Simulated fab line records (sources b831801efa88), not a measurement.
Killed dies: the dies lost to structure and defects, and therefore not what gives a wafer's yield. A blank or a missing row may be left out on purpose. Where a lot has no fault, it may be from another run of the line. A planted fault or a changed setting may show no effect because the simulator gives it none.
fab line records | flow gf180mcu | part 1 of 2: steps 1 to 42 of 43
[record] lots = 6 | wafers = 18 | last-day = 34
route steps=602 shown HV_LDD@233 NSD@235 PSD@248 SAB@264 PASSIVATION@602
lots that met no fault: from a run of the same line without faults
start-h: start of the lot's first displayed wafer, in hours after the record's first day | wait-h: time in hours since the lot's previous step | " as in the row above | L1.1+2: one row covering several wafers at once | - no value, or no start given | * or withheld: withheld | < > ~ a bound
route shown NAME@n: NAME is a module with steps in the file, n the number in the route of the first one | usual: mean/standard deviation taken from wafers without a fault | same: alike in all rows | chamber/n: place in a boat | sites: per-site readings | _std_site: the standard deviation of these | _edge_site: mean of outer sites minus mean of inner sites | radius-mm: for every site, how far away it sits from the centre of the wafer | mask NAME#n: copy n | behind: the tool/chamber that last shaped the wafer | hold: reason for holding the lot/hours on hold/outcome of the hold | device: which transistor (n, p or np) failed to switch | end of line: the route-end tests of the same wafers | a step without rows: its recipe alone | killed: not the wafer's yield, but the dies lost to structure and defects at the first sort | map: a wafer's dies, marking killed ones x, the rest . and places with no die _
set.NAME: the setting as run; set.NAME@STEP: as run at that earlier step | model.NAME: the simulator's own value behind a step, which no gauge read
lots seen at some steps along the route; tables by step, rows by wafer
services: when a tool's chamber went out of use (start-h, in hours from the record's first day, below 0 if earlier), for how many hours, and the reason
[[steps]]
[step GF_HV_LDD_THK_MEAS_57]
[recipe] reads = Si3N4_of_HV_LDD_CVD_56
[usual] HV_LDD_CVD_56_THK = 90.2/0.96
lot.wafer | tool          | chamber | start-h | wait-h | HV_LDD_CVD_56_THK[nm]
L707.2    | film-metro-01 | -       | 310.78  | 0.0    | 90.9
L707.3    | "             | -       | "       | "      | 91.9
L707.4    | "             | -       | "       | "      | 91.2
L713.2    | film-metro-04 | -       | 357.91  | 0.0    | 89.1
L713.3    | "             | -       | "       | "      | 89.4
L713.5    | "             | -       | "       | "      | 89.6
L715.1    | film-metro-01 | -       | 372.45  | 0.0    | 90.9
L715.3    | "             | -       | "       | "      | 90.0
L715.5    | "             | -       | "       | "      | 89.9
L718.1    | film-metro-02 | -       | 392.96  | 0.0    | 90.5
L718.4    | "             | -       | "       | "      | 89.5
L718.6    | "             | -       | "       | "      | 90.0
L721.2    | film-metro-04 | -       | 436.02  | 0.0    | 89.4
L721.4    | "             | -       | "       | "      | 89.2
L721.5    | "             | -       | "       | "      | 89.8
L726.2    | film-metro-04 | -       | 466.33  | 0.0    | 90.1
L726.5    | "             | -       | "       | "      | 89.3
L726.6    | "             | -       | "       | "      | 90.0
[step GF_HV_LDD_ETCHBACK_58]
[recipe] chemistry = CH3F/O2 | target = Si3N4 | stop-on = SiO2 | source-w = 400 | bias-w = 80 | pressure-mtorr = 25 | ch3f-flow-sccm = 40 | O2_flow_sccm = 30 | time-s = 100 | target-depth-a = 900
[usual] drypump-motor-current-A = 5.9/0.5 | oes-product-au = 0.843/0.0066 | throttle-valve-pct = 10.562/0.0088
lot.wafer | tool        | chamber | start-h | wait-h | drypump-motor-current-A | oes-product-au | rf-hours-counter-h | throttle-valve-pct
L707.2    | rie-diel-01 | 1       | 310.83  | 0.0    | 5.9                     | 0.835          | 0                  | 10.540
L707.3    | "           | 3       | "       | "      | 5.7                     | 0.853          | 109                | 10.560
L707.4    | "           | 2       | "       | "      | 5.6                     | 0.856          | 7                  | 10.561
L713.2    | rie-diel-02 | 3       | 357.96  | 0.0    | 6.4                     | 0.840          | 47                 | 10.571
L713.3    | "           | 1       | "       | "      | 5.5                     | 0.836          | 7                  | 10.560
L713.5    | "           | 2       | "       | "      | 5.2                     | 0.842          | -                  | 10.555
L715.1    | rie-diel-02 | 0       | 372.51  | 0.1    | 6.1                     | 0.847          | 22                 | 10.568
L715.3    | "           | 3       | "       | "      | 6.4                     | 0.843          | 48                 | 10.562
L715.5    | "           | 1       | "       | "      | 5.5                     | 0.838          | -                  | 10.571
L718.1    | rie-diel-02 | 1       | 393.02  | 0.1    | 5.5                     | 0.834          | 8                  | 10.550
L718.4    | "           | 0       | "       | "      | 6.1                     | 0.850          | 22                 | 10.560
L718.6    | "           | 0       | "       | "      | 6.1                     | 0.845          | -                  | 10.554
L721.2    | rie-diel-04 | 0       | 436.07  | 0.0    | 6.4                     | 0.831          | 40                 | 10.563
L721.4    | "           | 1       | "       | "      | 6.5                     | 0.836          | 7                  | 10.574
L721.5    | "           | 0       | "       | "      | 6.4                     | 0.843          | -                  | 10.545
L726.2    | rie-diel-04 | 3       | 466.38  | 0.0    | 6.1                     | 0.838          | 12                 | 10.565
L726.5    | "           | 0       | "       | "      | 6.4                     | 0.844          | -                  | 10.574
L726.6    | "           | 1       | "       | "      | 6.5                     | 0.843          | -                  | 10.545
[step GF_NSD_DEHYDRATE_00]
[recipe] temp-c = 200 | time-s = 60
[step GF_NSD_HMDS_01]
[recipe] prime-time-s = 60 | prime-temp-c = 120
[step GF_NSD_COAT_02]
[recipe] resist = NOVOLAK | spin-rpm = 3000 | resist-thk-nm = 1000
[step GF_NSD_SOFTBAKE_03]
[recipe] temp-c = 90 | time-s = 60 | resist = NOVOLAK
[step GF_NSD_EXPOSE_04]
[recipe] mask-id = Nplus | target-cd-nm = 400 | na = 0.6 | source-shape = conventional | sigma-outer = 0.6 | dose-mj = 140
[step GF_NSD_PEB_05]
[recipe] temp-c = withheld | time-s = * | resist = NOVOLAK
[step GF_NSD_DEVELOP_06]
[recipe] develop-time-s = 60 | dev-temp-c = 23
[step GF_NSD_CD_MEAS_07]
[recipe] target-cd-nm = 400
[usual] cd-nm = 399.2/3
lot.wafer | tool      | chamber | start-h | wait-h | cd-nm
L707.2    | cd-sem-02 | -       | 331.61  | 0.1    | 396.4
L707.3    | "         | -       | "       | "      | 394.7
L707.4    | "         | -       | "       | "      | 395.9
L713.2    | cd-sem-02 | -       | 379.86  | 0.1    | 400.1
L713.3    | "         | -       | "       | "      | 401.7
L713.5    | "         | -       | "       | "      | 402.4
L715.1    | cd-sem-01 | -       | 394.71  | 0.1    | 390.4
L715.3    | "         | -       | "       | "      | 391.0
L715.5    | "         | -       | "       | "      | 389.5
L718.1    | cd-sem-02 | -       | 417.54  | 0.1    | 400.9
L718.4    | "         | -       | "       | "      | 403.4
L718.6    | "         | -       | "       | "      | 402.9
L721.2    | cd-sem-02 | -       | 460.75  | 0.1    | 400.1
L721.4    | "         | -       | "       | "      | 399.4
L721.5    | "         | -       | "       | "      | 401.6
L726.2    | cd-sem-02 | -       | 490.28  | 0.1    | 396.8
L726.5    | "         | -       | "       | "      | 397.4
L726.6    | "         | -       | "       | "      | 397.9
[step GF_NSD_OVL_MEAS_08]
[usual] NSD_OVL = 0.7/1.5
lot.wafer | tool       | chamber | start-h | wait-h | NSD_OVL[nm]
L707.2    | overlay-01 | -       | 331.72  | 0.1    | 1.5
L707.3    | "          | -       | "       | "      | 1.3
L707.4    | "          | -       | "       | "      | 2.6
L713.2    | overlay-02 | -       | 379.96  | 0.1    | 2.8
L713.3    | "          | -       | "       | "      | 3.0
L713.5    | "          | -       | "       | "      | 3.3
L715.1    | overlay-01 | -       | 394.83  | 0.1    | 0.9
L715.3    | "          | -       | "       | "      | -1.6
L715.5    | "          | -       | "       | "      | 0.3
L718.1    | overlay-02 | -       | 417.66  | 0.1    | 0.2
L718.4    | "          | -       | "       | "      | -2.4
L718.6    | "          | -       | "       | "      | -0.5
L721.2    | overlay-01 | -       | 460.85  | 0.1    | 2.2
L721.4    | "          | -       | "       | "      | 2.3
L721.5    | "          | -       | "       | "      | 1.2
L726.2    | overlay-01 | -       | 490.38  | 0.1    | 2.5
L726.5    | "          | -       | "       | "      | 4.3
L726.6    | "          | -       | "       | "      | 2.7
[step GF_NSD_IMPLANT_09]
[recipe] species = As | energy-kev = 60 | dose-cm2 = 4e+15 | tilt-deg = 7
[step GF_NSD_IMPLANT_10]
[recipe] species = P | energy-kev = 40 | dose-cm2 = 5e+14 | tilt-deg = 7
lot.wafer  | tool         | chamber | start-h | wait-h
L707.2+3+4 | implanter-04 | 0       | 331.92  | 0.1
L713.2+3+5 | implanter-04 | 0       | 380.17  | 0.1
L715.1+3+5 | implanter-04 | 0       | 395.02  | 0.1
L718.1+4+6 | implanter-01 | 0       | 417.85  | 0.1
L721.2+4+5 | implanter-01 | 0       | 461.06  | 0.1
L726.2+5+6 | implanter-03 | 0       | 490.59  | 0.1
[step GF_NSD_STRIP_11]
[recipe] chemistry = O2/N2 | power-w = 1400 | pressure-mtorr = 1500 | platen-temp-c = 250 | o2-flow-sccm = 3000 | n2-flow-sccm = 300 | overash-fraction = 0.5
[usual] drypump-motor-current-A = 5.60/0.25 | heater-power-w = 347/26 | n2-flow-sccm = 300.0/0.88 | oes-product-au = 0.487/0.0047 | platen-temp-c = 249.97/0.19 | strip-time-to-endpoint-s = 22.94/0.039
lot.wafer | tool            | chamber | start-h | wait-h | drypump-motor-current-A | heater-power-w | n2-flow-sccm | oes-product-au | platen-temp-c | rf-hours-counter-h | strip-time-to-endpoint-s
L707.2    | plasma-asher-03 | 0       | 332.05  | 0.1    | 5.83                    | 340            | 297.9        | 0.490          | 249.53        | 52                 | 22.98
L707.3    | "               | 0       | "       | "      | 5.84                    | 340            | 299.7        | 0.492          | 249.89        | -                  | 23.01
L707.4    | "               | 1       | "       | "      | 5.25                    | 327            | 300.3        | 0.486          | 249.87        | -                  | 22.97
L713.2    | plasma-asher-04 | 1       | 380.29  | 0.1    | 5.77                    | 324            | 299.9        | 0.483          | 249.89        | 78                 | 22.94
L713.3    | "               | 1       | "       | "      | 5.77                    | 314            | 298.7        | 0.481          | 249.86        | -                  | 22.92
L713.5    | "               | 0       | "       | "      | 5.36                    | 330            | 298.4        | 0.477          | 250.08        | -                  | 22.95
L715.1    | plasma-asher-01 | 1       | 395.17  | 0.1    | 5.53                    | 375            | 300.3        | 0.486          | 250.01        | 77                 | 22.97
L715.3    | "               | 1       | "       | "      | 5.53                    | 365            | 301.9        | 0.487          | 249.87        | -                  | 22.94
L715.5    | "               | 0       | "       | "      | 5.87                    | 395            | 300.4        | 0.491          | 249.92        | -                  | 22.97
L718.1    | plasma-asher-04 | 0       | 418.00  | 0.1    | 5.34                    | 322            | 300.8        | 0.487          | 249.76        | 82                 | 22.94
L718.4    | "               | 1       | "       | "      | 5.76                    | 307            | 299.6        | 0.496          | 250.18        | -                  | 22.93
L718.6    | "               | 0       | "       | "      | 5.37                    | 333            | 300.7        | 0.480          | 250.31        | -                  | 22.89
L721.2    | plasma-asher-01 | 1       | 461.18  | 0.1    | 5.50                    | 380            | 301.1        | 0.486          | 249.79        | 84                 | 22.98
L721.4    | "               | 1       | "       | "      | 5.50                    | 370            | 300.1        | 0.488          | 249.83        | -                  | 22.99
L721.5    | "               | 1       | "       | "      | 5.50                    | 374            | 298.8        | 0.485          | 249.85        | -                  | 22.99
L726.2    | plasma-asher-04 | 0       | 490.71  | 0.1    | 5.34                    | 320            | 300.5        | 0.490          | 249.88        | 5                  | 22.89
L726.5    | "               | 1       | "       | "      | 5.76                    | 340            | 298.1        | 0.485          | 249.77        | -                  | 22.94
L726.6    | "               | 0       | "       | "      | 5.35                    | 332            | 300.5        | 0.480          | 249.62        | -                  | 22.93
[step GF_NSD_TW_MEAS_12]
[usual] NSD_TW = 4272/27
lot.wafer | tool          | chamber | start-h | wait-h | NSD_TW
L707.2    | film-metro-03 | -       | 332.16  | 0.1    | 4265
L707.3    | "             | -       | "       | "      | 4269
L707.4    | "             | -       | "       | "      | 4263
L713.2    | film-metro-04 | -       | 380.40  | 0.1    | 4268
L713.3    | "             | -       | "       | "      | 4262
L713.5    | "             | -       | "       | "      | 4265
L715.1    | film-metro-03 | -       | 395.27  | 0.1    | 4280
L715.3    | "             | -       | "       | "      | 4291
L715.5    | "             | -       | "       | "      | 4296
L718.1    | film-metro-04 | -       | 418.10  | 0.1    | 4285
L718.4    | "             | -       | "       | "      | 4301
L718.6    | "             | -       | "       | "      | 4285
L721.2    | film-metro-03 | -       | 461.29  | 0.1    | 4297
L721.4    | "             | -       | "       | "      | 4295
L721.5    | "             | -       | "       | "      | 4332
L726.2    | film-metro-04 | -       | 490.82  | 0.1    | 4254
L726.5    | "             | -       | "       | "      | 4261
L726.6    | "             | -       | "       | "      | 4243
[step GF_PSD_DEHYDRATE_00]
[recipe] temp-c = 200 | time-s = 60
[step GF_PSD_HMDS_01]
[recipe] prime-time-s = 60 | prime-temp-c = 120
[step GF_PSD_COAT_02]
[recipe] resist = NOVOLAK | spin-rpm = 3000 | resist-thk-nm = 1000
[step GF_PSD_SOFTBAKE_03]
[recipe] temp-c = 90 | time-s = 60 | resist = NOVOLAK
[step GF_PSD_EXPOSE_04]
[recipe] mask-id = Pplus | target-cd-nm = 400 | na = 0.6 | source-shape = conventional | sigma-outer = 0.6 | dose-mj = 140
[step GF_PSD_PEB_05]
[recipe] temp-c = withheld | time-s = * | resist = NOVOLAK
[step GF_PSD_DEVELOP_06]
[recipe] develop-time-s = 60 | dev-temp-c = 23
[step GF_PSD_CD_MEAS_07]
[recipe] target-cd-nm = 400
[usual] cd-nm = 399.3/2
lot.wafer | tool      | chamber | start-h | wait-h | cd-nm
L707.2    | cd-sem-02 | -       | 353.36  | 0.1    | 397.3
L707.3    | "         | -       | "       | "      | 398.7
L707.4    | "         | -       | "       | "      | 398.1
L713.2    | cd-sem-01 | -       | 403.30  | 0.1    | 397.6
L713.3    | "         | -       | "       | "      | 398.9
L713.5    | "         | -       | "       | "      | 397.9
L715.1    | cd-sem-01 | -       | 419.13  | 0.1    | 398.4
L715.3    | "         | -       | "       | "      | 395.9
L715.5    | "         | -       | "       | "      | 398.2
L718.1    | cd-sem-01 | -       | 441.53  | 0.1    | 397.9
L718.4    | "         | -       | "       | "      | 398.6
L718.6    | "         | -       | "       | "      | 399.0
L721.2    | cd-sem-01 | -       | 485.54  | 0.1    | 400.5
L721.4    | "         | -       | "       | "      | 401.3
L721.5    | "         | -       | "       | "      | 399.6
L726.2    | cd-sem-02 | -       | 513.44  | 0.1    | 397.1
L726.5    | "         | -       | "       | "      | 398.5
L726.6    | "         | -       | "       | "      | 398.0
[step GF_PSD_OVL_MEAS_08]
[usual] PSD_OVL = -0.2/1.6
lot.wafer | tool       | chamber | start-h | wait-h | PSD_OVL[nm]
L707.2    | overlay-01 | -       | 353.47  | 0.1    | -1.5
L707.3    | "          | -       | "       | "      | -2.0
L707.4    | "          | -       | "       | "      | -0.1
L713.2    | overlay-01 | -       | 403.40  | 0.1    | 0.8
L713.3    | "          | -       | "       | "      | 0.9
L713.5    | "          | -       | "       | "      | -1.3
L715.1    | overlay-01 | -       | 419.25  | 0.1    | -0.4
L715.3    | "          | -       | "       | "      | -0.4
L715.5    | "          | -       | "       | "      | -0.7
L718.1    | overlay-01 | -       | 441.65  | 0.1    | -1.9
L718.4    | "          | -       | "       | "      | -0.6
L718.6    | "          | -       | "       | "      | -0.8
L721.2    | overlay-02 | -       | 485.65  | 0.1    | 1.2
L721.4    | "          | -       | "       | "      | 0.6
L721.5    | "          | -       | "       | "      | 1.3
L726.2    | overlay-02 | -       | 513.55  | 0.1    | -2.7
L726.5    | "          | -       | "       | "      | -0.2
L726.6    | "          | -       | "       | "      | -1.6
[step GF_PSD_IMPLANT_09]
[recipe] species = BF2 | energy-kev = 40 | dose-cm2 = 1.5e+15 | tilt-deg = 7
[step GF_PSD_STRIP_10]
[recipe] chemistry = O2/N2 | power-w = 1400 | pressure-mtorr = 1500 | platen-temp-c = 250 | o2-flow-sccm = 3000 | n2-flow-sccm = 300 | overash-fraction = 0.5
[usual] drypump-motor-current-A = 5.47/0.29 | heater-power-w = 330/17 | n2-flow-sccm = 300.1/0.87 | oes-product-au = 0.592/0.0046 | platen-temp-c = 250.00/0.18 | strip-time-to-endpoint-s = 16.52/0.035
lot.wafer | tool            | chamber | start-h | wait-h | drypump-motor-current-A | heater-power-w | n2-flow-sccm | oes-product-au | platen-temp-c | rf-hours-counter-h | strip-time-to-endpoint-s
L707.2    | plasma-asher-04 | 0       | 353.65  | 0.1    | 5.34                    | 328            | 300.6        | 0.591          | 249.95        | 75                 | 16.55
L707.3    | "               | 1       | "       | "      | 5.74                    | 316            | 299.0        | 0.593          | 250.10        | -                  | 16.55
L707.4    | "               | 0       | "       | "      | 5.33                    | 320            | 301.7        | 0.590          | 249.66        | -                  | 16.56
L713.2    | plasma-asher-04 | 1       | 403.58  | 0.1    | 5.79                    | 310            | 300.0        | 0.590          | 249.73        | 81                 | 16.53
L713.3    | "               | 1       | "       | "      | 5.76                    | 316            | 300.2        | 0.593          | 250.06        | -                  | 16.51
L713.5    | "               | 1       | "       | "      | 5.77                    | 316            | 299.7        | 0.593          | 249.98        | -                  | 16.54
L715.1    | plasma-asher-03 | 0       | 419.46  | 0.1    | 5.85                    | 348            | 301.1        | 0.590          | 250.18        | 60                 | 16.43
L715.3    | "               | 1       | "       | "      | 5.27                    | 332            | 299.6        | 0.587          | 250.14        | -                  | 16.45
L715.5    | "               | 1       | "       | "      | 5.27                    | 320            | 299.6        | 0.594          | 250.01        | -                  | 16.45
L718.1    | plasma-asher-02 | 1       | 441.83  | 0.1    | 5.03                    | 306            | 300.3        | 0.591          | 249.85        | 34                 | 16.54
L718.4    | "               | 1       | "       | "      | 5.03                    | 308            | 301.7        | 0.593          | 249.89        | -                  | 16.54
L718.6    | "               | 0       | "       | "      | 5.59                    | 351            | 299.2        | 0.593          | 249.74        | -                  | 16.57
L721.2    | plasma-asher-02 | 1       | 485.83  | 0.1    | 5.02                    | 311            | 299.7        | 0.588          | 249.92        | 39                 | 16.49
L721.4    | "               | 1       | "       | "      | 5.02                    | 304            | 300.6        | 0.590          | 250.12        | -                  | 16.50
L721.5    | "               | 1       | "       | "      | 5.01                    | 307            | 300.7        | 0.590          | 250.06        | -                  | 16.50
L726.2    | plasma-asher-03 | 0       | 513.73  | 0.1    | 5.86                    | 334            | 298.5        | 0.596          | 250.24        | 70                 | 16.52
L726.5    | "               | 1       | "       | "      | 5.28                    | 327            | 299.9        | 0.596          | 250.06        | -                  | 16.50
L726.6    | "               | 0       | "       | "      | 5.83                    | 342            | 298.6        | 0.589          | 249.92        | -                  | 16.54
[step GF_PSD_TW_MEAS_11]
[usual] PSD_TW = 3187/21
lot.wafer | tool          | chamber | start-h | wait-h | PSD_TW
L707.2    | film-metro-04 | -       | 353.76  | 0.1    | 3197
L707.3    | "             | -       | "       | "      | 3181
L707.4    | "             | -       | "       | "      | 3186
L713.2    | film-metro-03 | -       | 403.69  | 0.1    | 3221
L713.3    | "             | -       | "       | "      | 3202
L713.5    | "             | -       | "       | "      | 3195
L715.1    | film-metro-04 | -       | 419.56  | 0.1    | 3194
L715.3    | "             | -       | "       | "      | 3212
L715.5    | "             | -       | "       | "      | 3199
L718.1    | film-metro-01 | -       | 441.93  | 0.1    | 3159
L718.4    | "             | -       | "       | "      | 3162
L718.6    | "             | -       | "       | "      | 3162
L721.2    | film-metro-01 | -       | 485.94  | 0.1    | 3165
L721.4    | "             | -       | "       | "      | 3155
L721.5    | "             | -       | "       | "      | 3153
L726.2    | film-metro-03 | -       | 513.84  | 0.1    | 3206
L726.5    | "             | -       | "       | "      | 3207
L726.6    | "             | -       | "       | "      | 3199
[step GF_PSD_CLEAN_12]
[recipe] chemistry = SC1/SC2 | mix = 1:4:20 | temp-c = 70 | time-s = 150 | dry = n2-spin
[step GF_PSD_RTA_13]
[recipe] temp-c = 1025 | time-s = 20 | ambient = N2
[usual] lamp-power-pct = 35.5/1.4 | wafer_temp_C_max = 1029.3/0.97
lot.wafer | tool          | chamber | start-h | wait-h | lamp-power-pct | wafer_temp_C_max
L707.2    | rtp-anneal-02 | 0       | 353.87  | 0.0    | 36.9           | 1030.8
L707.3    | "             | 0       | "       | "      | 36.8           | 1028.0
L707.4    | "             | 0       | "       | "      | 36.9           | 1028.1
L713.2    | rtp-anneal-02 | 0       | 403.86  | 0.0    | 36.9           | 1027.9
L713.3    | "             | 0       | "       | "      | 36.9           | 1028.2
L713.5    | "             | 0       | "       | "      | 36.9           | 1028.9
L715.1    | rtp-anneal-02 | 0       | 419.68  | 0.0    | 36.9           | 1028.1
L715.3    | "             | 0       | "       | "      | 36.9           | 1029.1
L715.5    | "             | 0       | "       | "      | 36.9           | 1029.4
L718.1    | rtp-anneal-01 | 0       | 442.04  | 0.0    | 34.0           | 1029.9
L718.4    | "             | 0       | "       | "      | 34.1           | 1029.7
L718.6    | "             | 0       | "       | "      | 34.1           | 1029.3
L721.2    | rtp-anneal-02 | 0       | 486.05  | 0.0    | 36.9           | 1029.1
L721.4    | "             | 0       | "       | "      | 36.9           | 1028.0
L721.5    | "             | 0       | "       | "      | 36.9           | 1028.0
L726.2    | rtp-anneal-02 | 0       | 513.95  | 0.0    | 36.9           | 1028.3
L726.5    | "             | 0       | "       | "      | 36.8           | 1028.9
L726.6    | "             | 0       | "       | "      | 36.8           | 1027.3
[step GF_PSD_RS_MEAS_14]
[recipe] thk-meas-gauge = four-point-probe
[usual] NSD_RS = 46.12/0.081
lot.wafer | tool          | chamber | start-h | wait-h | NSD_RS[ohm/sq]
L707.2    | film-metro-03 | -       | 353.96  | 0.1    | 46.02
L707.3    | "             | -       | "       | "      | 46.06
L707.4    | "             | -       | "       | "      | 46.10
L713.2    | film-metro-03 | -       | 403.95  | 0.1    | 46.11
L713.3    | "             | -       | "       | "      | 46.18
L713.5    | "             | -       | "       | "      | 46.14
L715.1    | film-metro-04 | -       | 419.76  | 0.1    | 46.20
L715.3    | "             | -       | "       | "      | 46.23
L715.5    | "             | -       | "       | "      | 46.09
L718.1    | film-metro-03 | -       | 442.12  | 0.1    | 46.12
L718.4    | "             | -       | "       | "      | 46.20
L718.6    | "             | -       | "       | "      | 46.25
L721.2    | film-metro-03 | -       | 486.14  | 0.1    | 46.16
L721.4    | "             | -       | "       | "      | 46.10
L721.5    | "             | -       | "       | "      | 46.25
L726.2    | film-metro-01 | -       | 514.04  | 0.1    | 46.04
L726.5    | "             | -       | "       | "      | 45.98
L726.6    | "             | -       | "       | "      | 46.04
[step GF_PSD_RS_MEAS_15]
[recipe] thk-meas-gauge = four-point-probe
[usual] PSD_RS = 108.52/0.26
lot.wafer | tool          | chamber | start-h | wait-h | PSD_RS[ohm/sq]
L707.2    | film-metro-03 | -       | 354.08  | 0.1    | 108.76
L707.3    | "             | -       | "       | "      | 108.59
L707.4    | "             | -       | "       | "      | 108.29
L713.2    | film-metro-03 | -       | 404.07  | 0.1    | 109.02
L713.3    | "             | -       | "       | "      | 108.84
L713.5    | "             | -       | "       | "      | 108.73
L715.1    | film-metro-04 | -       | 419.88  | 0.1    | 109.07
L715.3    | "             | -       | "       | "      | 108.72
L715.5    | "             | -       | "       | "      | 108.98
L718.1    | film-metro-03 | -       | 442.24  | 0.1    | 108.12
L718.4    | "             | -       | "       | "      | 108.20
L718.6    | "             | -       | "       | "      | 108.31
L721.2    | film-metro-03 | -       | 486.26  | 0.1    | 108.57
L721.4    | "             | -       | "       | "      | 108.45
L721.5    | "             | -       | "       | "      | 108.92
L726.2    | film-metro-01 | -       | 514.16  | 0.1    | 108.15
L726.5    | "             | -       | "       | "      | 108.52
L726.6    | "             | -       | "       | "      | 108.42
[step GF_SAB_CVD_00]
[recipe] material = SiO2 | target-thk-nm = 50 | precursor = TEOS | temp-c = 400 | time-s = 4.9302 | rf-w = 600
[usual] heater-power-w = 584/86
lot.wafer | tool     | chamber | start-h | wait-h | heater-power-w
L707.2    | pecvd-02 | 2       | 354.18  | 0.1    | 587
L707.3    | "        | 1       | "       | "      | 479
L707.4    | "        | 2       | "       | "      | 590
L713.2    | pecvd-02 | 0       | 404.17  | 0.1    | 686
L713.3    | "        | 1       | "       | "      | 523
L713.5    | "        | 0       | "       | "      | 713
L715.1    | pecvd-02 | 1       | 420.00  | 0.1    | 493
L715.3    | "        | 2       | "       | "      | 658
L715.5    | "        | 2       | "       | "      | 677
L718.1    | pecvd-01 | 1       | 442.36  | 0.1    | 538
L718.4    | "        | 2       | "       | "      | 395
L718.6    | "        | 1       | "       | "      | 536
L721.2    | pecvd-01 | 0       | 486.36  | 0.1    | 609
L721.4    | "        | 1       | "       | "      | 636
L721.5    | "        | 2       | "       | "      | 413
L726.2    | pecvd-02 | 2       | 514.26  | 0.1    | 554
L726.5    | "        | 0       | "       | "      | 611
L726.6    | "        | 1       | "       | "      | 513
[step GF_SAB_THK_MEAS_01]
[recipe] reads = SiO2_of_SAB_CVD_00
[usual] SAB_CVD_00_THK = 49.9/0.67
lot.wafer | tool          | chamber | start-h | wait-h | SAB_CVD_00_THK[nm]
L707.2    | film-metro-02 | -       | 354.21  | 0.0    | 49.5
L707.3    | "             | -       | "       | "      | 49.4
L707.4    | "             | -       | "       | "      | 50.3
L713.2    | film-metro-04 | -       | 404.19  | 0.0    | 49.6
L713.3    | "             | -       | "       | "      | 50.7
L713.5    | "             | -       | "       | "      | 50.8
L715.1    | film-metro-04 | -       | 420.02  | 0.0    | 49.6
L715.3    | "             | -       | "       | "      | 48.6
L715.5    | "             | -       | "       | "      | 50.1
L718.1    | film-metro-03 | -       | 442.38  | 0.0    | 48.8
L718.4    | "             | -       | "       | "      | 48.9
L718.6    | "             | -       | "       | "      | 50.5
L721.2    | film-metro-04 | -       | 486.39  | 0.0    | 49.6
L721.4    | "             | -       | "       | "      | 50.1
L721.5    | "             | -       | "       | "      | 50.6
L726.2    | film-metro-03 | -       | 514.29  | 0.0    | 49.3
L726.5    | "             | -       | "       | "      | 50.0
L726.6    | "             | -       | "       | "      | 49.9
[step GF_SAB_DEHYDRATE_02]
[recipe] temp-c = 200 | time-s = 60
[step GF_SAB_HMDS_03]
[recipe] prime-time-s = 60 | prime-temp-c = 120
[step GF_SAB_COAT_04]
[recipe] resist = NOVOLAK | spin-rpm = 3000 | resist-thk-nm = 1000
[step GF_SAB_SOFTBAKE_05]
[recipe] temp-c = 90 | time-s = 60 | resist = NOVOLAK
[step GF_SAB_EXPOSE_06]
[recipe] mask-id = SAB | target-cd-nm = 420 | na = 0.6 | source-shape = conventional | sigma-outer = 0.6 | dose-mj = 140
[step GF_SAB_PEB_07]
[recipe] temp-c = withheld | time-s = * | resist = NOVOLAK
[step GF_SAB_DEVELOP_08]
[recipe] develop-time-s = 60 | dev-temp-c = 23
[step GF_SAB_CD_MEAS_09]
[recipe] target-cd-nm = 420
[usual] cd-nm = 420.8/2.6
lot.wafer | tool      | chamber | start-h | wait-h | cd-nm
L707.2    | cd-sem-02 | -       | 375.70  | 0.1    | 421.6
L707.3    | "         | -       | "       | "      | 420.8
L707.4    | "         | -       | "       | "      | 422.0
L713.2    | cd-sem-01 | -       | 427.85  | 0.1    | 420.7
L713.3    | "         | -       | "       | "      | 421.7
L713.5    | "         | -       | "       | "      | 420.6
L715.1    | cd-sem-01 | -       | 444.01  | 0.1    | 419.0
L715.3    | "         | -       | "       | "      | 419.5
L715.5    | "         | -       | "       | "      | 420.5
L718.1    | cd-sem-02 | -       | 466.36  | 0.1    | 419.0
L718.4    | "         | -       | "       | "      | 419.4
L718.6    | "         | -       | "       | "      | 420.6
L721.2    | cd-sem-01 | -       | 509.98  | 0.1    | 421.6
L721.4    | "         | -       | "       | "      | 420.4
L721.5    | "         | -       | "       | "      | 424.2
L726.2    | cd-sem-01 | -       | 537.38  | 0.1    | 418.7
L726.5    | "         | -       | "       | "      | 419.7
L726.6    | "         | -       | "       | "      | 421.5
[step GF_SAB_OVL_MEAS_10]
[usual] SAB_OVL = 1.7/1.4
lot.wafer | tool       | chamber | start-h | wait-h | SAB_OVL[nm]
L707.2    | overlay-01 | -       | 375.80  | 0.1    | 0.9
L707.3    | "          | -       | "       | "      | 0.3
L707.4    | "          | -       | "       | "      | 1.2
L713.2    | overlay-02 | -       | 427.95  | 0.1    | 1.0
L713.3    | "          | -       | "       | "      | 1.3
L713.5    | "          | -       | "       | "      | 2.8
L715.1    | overlay-02 | -       | 444.13  | 0.1    | 0.1
L715.3    | "          | -       | "       | "      | 0.8
L715.5    | "          | -       | "       | "      | 0.5
L718.1    | overlay-01 | -       | 466.48  | 0.1    | 0.7
L718.4    | "          | -       | "       | "      | 0.0
L718.6    | "          | -       | "       | "      | 0.5
L721.2    | overlay-01 | -       | 510.08  | 0.1    | -0.9
L721.4    | "          | -       | "       | "      | 2.6
L721.5    | "          | -       | "       | "      | 0.2
L726.2    | overlay-01 | -       | 537.48  | 0.1    | 2.7
L726.5    | "          | -       | "       | "      | 1.8
L726.6    | "          | -       | "       | "      | 5.4
